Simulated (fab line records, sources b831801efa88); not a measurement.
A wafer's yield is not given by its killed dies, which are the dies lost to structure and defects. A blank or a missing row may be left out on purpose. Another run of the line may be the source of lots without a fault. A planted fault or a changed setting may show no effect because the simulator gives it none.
A sampling plan put to the test / flow gf180mcu / one line in one fab, 20 faults in these records, each fault weighed on the records of the lots it struck
The line's own looks make up the plan; these are the steps of the route where a gauge or inspection reads the wafer and leaves it unchanged. A look is open to judgement when struck wafers have a number at it and the file gives its usual mean and standard deviation on fault-free wafers. Caught: a look later than the fault's first step finds the struck wafers' mean 4 or more of those standard deviations (sigma) from the usual mean. On the tool: the fault's steps, tested the same way using the tool's own readings. Caught also covers a different recipe on the struck wafers, or a record left blank for those wafers only.

## THE FAULTS, as the simulator had put them in
1. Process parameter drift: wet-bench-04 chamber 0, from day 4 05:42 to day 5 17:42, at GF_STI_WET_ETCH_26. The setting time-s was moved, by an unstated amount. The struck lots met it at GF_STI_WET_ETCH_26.
2. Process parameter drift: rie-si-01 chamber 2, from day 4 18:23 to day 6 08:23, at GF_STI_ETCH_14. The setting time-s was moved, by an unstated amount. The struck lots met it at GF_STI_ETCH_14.
3. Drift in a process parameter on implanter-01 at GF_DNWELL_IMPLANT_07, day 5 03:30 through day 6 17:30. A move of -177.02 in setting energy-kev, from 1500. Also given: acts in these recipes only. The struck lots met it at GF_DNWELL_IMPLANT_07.
4. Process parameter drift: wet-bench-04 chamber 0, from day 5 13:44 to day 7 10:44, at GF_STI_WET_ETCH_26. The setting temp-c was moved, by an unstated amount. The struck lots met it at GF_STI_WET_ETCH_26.
5. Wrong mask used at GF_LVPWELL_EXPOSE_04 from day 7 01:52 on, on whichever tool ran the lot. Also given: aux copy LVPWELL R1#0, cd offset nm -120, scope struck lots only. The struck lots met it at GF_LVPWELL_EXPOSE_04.
6. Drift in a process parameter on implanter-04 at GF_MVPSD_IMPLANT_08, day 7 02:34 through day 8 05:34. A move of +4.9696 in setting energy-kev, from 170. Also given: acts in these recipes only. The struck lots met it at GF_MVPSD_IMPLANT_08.
7. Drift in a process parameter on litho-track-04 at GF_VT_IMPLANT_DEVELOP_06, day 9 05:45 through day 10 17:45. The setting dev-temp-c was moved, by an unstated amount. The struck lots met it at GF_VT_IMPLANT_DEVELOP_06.
8. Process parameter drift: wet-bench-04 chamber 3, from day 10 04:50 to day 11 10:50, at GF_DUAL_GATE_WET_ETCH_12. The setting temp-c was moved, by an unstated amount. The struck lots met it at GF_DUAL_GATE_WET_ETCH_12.
9. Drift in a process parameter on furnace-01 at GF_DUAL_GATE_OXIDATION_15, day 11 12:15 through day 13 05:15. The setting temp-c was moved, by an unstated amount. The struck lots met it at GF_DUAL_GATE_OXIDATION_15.
10. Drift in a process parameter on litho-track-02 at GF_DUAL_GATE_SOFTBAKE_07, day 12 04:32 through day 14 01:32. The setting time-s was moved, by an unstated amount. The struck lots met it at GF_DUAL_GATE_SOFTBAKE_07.
11. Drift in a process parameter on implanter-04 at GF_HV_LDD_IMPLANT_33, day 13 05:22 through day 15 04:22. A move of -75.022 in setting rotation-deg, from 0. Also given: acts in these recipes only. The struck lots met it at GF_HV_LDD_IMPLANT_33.
12. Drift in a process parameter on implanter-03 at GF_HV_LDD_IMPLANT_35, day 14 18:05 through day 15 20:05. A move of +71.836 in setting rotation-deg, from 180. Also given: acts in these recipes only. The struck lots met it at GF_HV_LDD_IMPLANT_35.
13. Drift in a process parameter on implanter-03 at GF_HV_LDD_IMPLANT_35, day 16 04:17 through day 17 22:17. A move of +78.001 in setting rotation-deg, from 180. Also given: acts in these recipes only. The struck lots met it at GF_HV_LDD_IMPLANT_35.
14. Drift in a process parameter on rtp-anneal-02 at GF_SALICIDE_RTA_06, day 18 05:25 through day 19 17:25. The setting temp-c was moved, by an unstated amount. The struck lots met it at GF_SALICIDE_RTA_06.
15. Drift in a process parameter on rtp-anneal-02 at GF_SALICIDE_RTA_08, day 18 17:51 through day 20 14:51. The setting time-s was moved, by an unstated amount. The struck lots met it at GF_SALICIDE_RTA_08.
16. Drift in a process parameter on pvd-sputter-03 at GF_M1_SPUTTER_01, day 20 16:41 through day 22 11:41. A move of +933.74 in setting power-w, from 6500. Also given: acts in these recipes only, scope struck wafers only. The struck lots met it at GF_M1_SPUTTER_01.
17. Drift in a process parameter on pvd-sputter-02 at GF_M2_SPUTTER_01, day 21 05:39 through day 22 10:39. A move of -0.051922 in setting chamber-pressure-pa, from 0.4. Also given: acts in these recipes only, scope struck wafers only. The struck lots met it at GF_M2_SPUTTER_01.
18. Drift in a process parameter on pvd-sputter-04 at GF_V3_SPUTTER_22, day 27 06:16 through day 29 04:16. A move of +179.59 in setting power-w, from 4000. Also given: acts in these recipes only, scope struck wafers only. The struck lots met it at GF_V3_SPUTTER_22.
19. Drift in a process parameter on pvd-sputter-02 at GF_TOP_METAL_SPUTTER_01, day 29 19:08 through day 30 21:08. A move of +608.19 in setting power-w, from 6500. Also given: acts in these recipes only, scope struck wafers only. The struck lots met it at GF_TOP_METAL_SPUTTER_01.
20. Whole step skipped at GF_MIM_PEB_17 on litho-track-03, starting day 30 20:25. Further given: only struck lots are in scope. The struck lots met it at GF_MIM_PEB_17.

## WHAT THE PLAN SAW
fault=1; on the tool itself=run-length-s -30 sigma; first look that catches it=no look after it can be judged; reading, sigma=-; median hours from its first step to that look=-; hours from the fault's start to the first struck lot there=-; judged looks passed uncaught=0
fault=2; on the tool itself=run-length-s +10 sigma; first look that catches it=none of the 3 looks that can be judged after it; reading, sigma=-; median hours from its first step to that look=-; hours from the fault's start to the first struck lot there=-; judged looks passed uncaught=3
fault=3; on the tool itself=beam-energy-keV -99 or beyond sigma; first look that catches it=none of the 2 looks that can be judged after it; reading, sigma=-; median hours from its first step to that look=-; hours from the fault's start to the first struck lot there=-; judged looks passed uncaught=2
fault=4; on the tool itself=temp-c +56 sigma; first look that catches it=none of the 2 looks that can be judged after it; reading, sigma=-; median hours from its first step to that look=-; hours from the fault's start to the first struck lot there=-; judged looks passed uncaught=2
fault=5; on the tool itself=no reading that can be judged; first look that catches it=no look after it can be judged; reading, sigma=-; median hours from its first step to that look=-; hours from the fault's start to the first struck lot there=-; judged looks passed uncaught=0
fault=6; on the tool itself=beam-energy-keV +76 sigma; first look that catches it=no look after it can be judged; reading, sigma=-; median hours from its first step to that look=-; hours from the fault's start to the first struck lot there=-; judged looks passed uncaught=0
fault=7; on the tool itself=developer-temp-C -9.8 sigma; first look that catches it=no look after it can be judged; reading, sigma=-; median hours from its first step to that look=-; hours from the fault's start to the first struck lot there=-; judged looks passed uncaught=0
fault=8; on the tool itself=temp-c -99 or beyond sigma; first look that catches it=not the one look that can be judged after it; reading, sigma=-; median hours from its first step to that look=-; hours from the fault's start to the first struck lot there=-; judged looks passed uncaught=1
fault=9; on the tool itself=spike-tc-centre-C -14 sigma; first look that catches it=no look after it can be judged; reading, sigma=-; median hours from its first step to that look=-; hours from the fault's start to the first struck lot there=-; judged looks passed uncaught=0
fault=10; on the tool itself=run-length-s +58 sigma; first look that catches it=not the one look that can be judged after it; reading, sigma=-; median hours from its first step to that look=-; hours from the fault's start to the first struck lot there=-; judged looks passed uncaught=1
fault=11; on the tool itself=rotation-deg -99 or beyond sigma; first look that catches it=no look after it can be judged; reading, sigma=-; median hours from its first step to that look=-; hours from the fault's start to the first struck lot there=-; judged looks passed uncaught=0
fault=12; on the tool itself=rotation-deg +99 or beyond sigma; first look that catches it=not the one look that can be judged after it; reading, sigma=-; median hours from its first step to that look=-; hours from the fault's start to the first struck lot there=-; judged looks passed uncaught=1
fault=13; on the tool itself=rotation-deg +99 or beyond sigma; first look that catches it=none of the 3 looks that can be judged after it; reading, sigma=-; median hours from its first step to that look=-; hours from the fault's start to the first struck lot there=-; judged looks passed uncaught=3
fault=14; on the tool itself=lamp-power-pct -5.4 sigma; first look that catches it=not the one look that can be judged after it; reading, sigma=-; median hours from its first step to that look=-; hours from the fault's start to the first struck lot there=-; judged looks passed uncaught=1
fault=15; on the tool itself=run-length-s +80 sigma; first look that catches it=not the one look that can be judged after it; reading, sigma=-; median hours from its first step to that look=-; hours from the fault's start to the first struck lot there=-; judged looks passed uncaught=1
fault=16; on the tool itself=cathode-dc-power-W +99 or beyond sigma; first look that catches it=not the one look that can be judged after it; reading, sigma=-; median hours from its first step to that look=-; hours from the fault's start to the first struck lot there=-; judged looks passed uncaught=1
fault=17; on the tool itself=chamber-pressure-pa -66 sigma; first look that catches it=no look after it can be judged; reading, sigma=-; median hours from its first step to that look=-; hours from the fault's start to the first struck lot there=-; judged looks passed uncaught=0
fault=18; on the tool itself=cathode-dc-power-W +99 or beyond sigma; first look that catches it=no look after it can be judged; reading, sigma=-; median hours from its first step to that look=-; hours from the fault's start to the first struck lot there=-; judged looks passed uncaught=0
fault=19; on the tool itself=cathode-dc-power-W +99 or beyond sigma; first look that catches it=not the one look that can be judged after it; reading, sigma=-; median hours from its first step to that look=-; hours from the fault's start to the first struck lot there=-; judged looks passed uncaught=1
fault=20; on the tool itself=no reading that can be judged; first look that catches it=no look after it can be judged; reading, sigma=-; median hours from its first step to that look=-; hours from the fault's start to the first struck lot there=-; judged looks passed uncaught=0
A dash: this means the fault isn't caught or the number doesn't appear in these records.

Caught at a look: 0 of 20. Caught on the tool: 18 of 20. By one or the other: 18 of 20.
Caught on the tool alone: faults 1, 2, 3, 4, 6, 7, 8, 9, 10, 11, 12, 13, 14, 15, 16, 17, 18, 19.
Caught by neither: faults 5, 20.
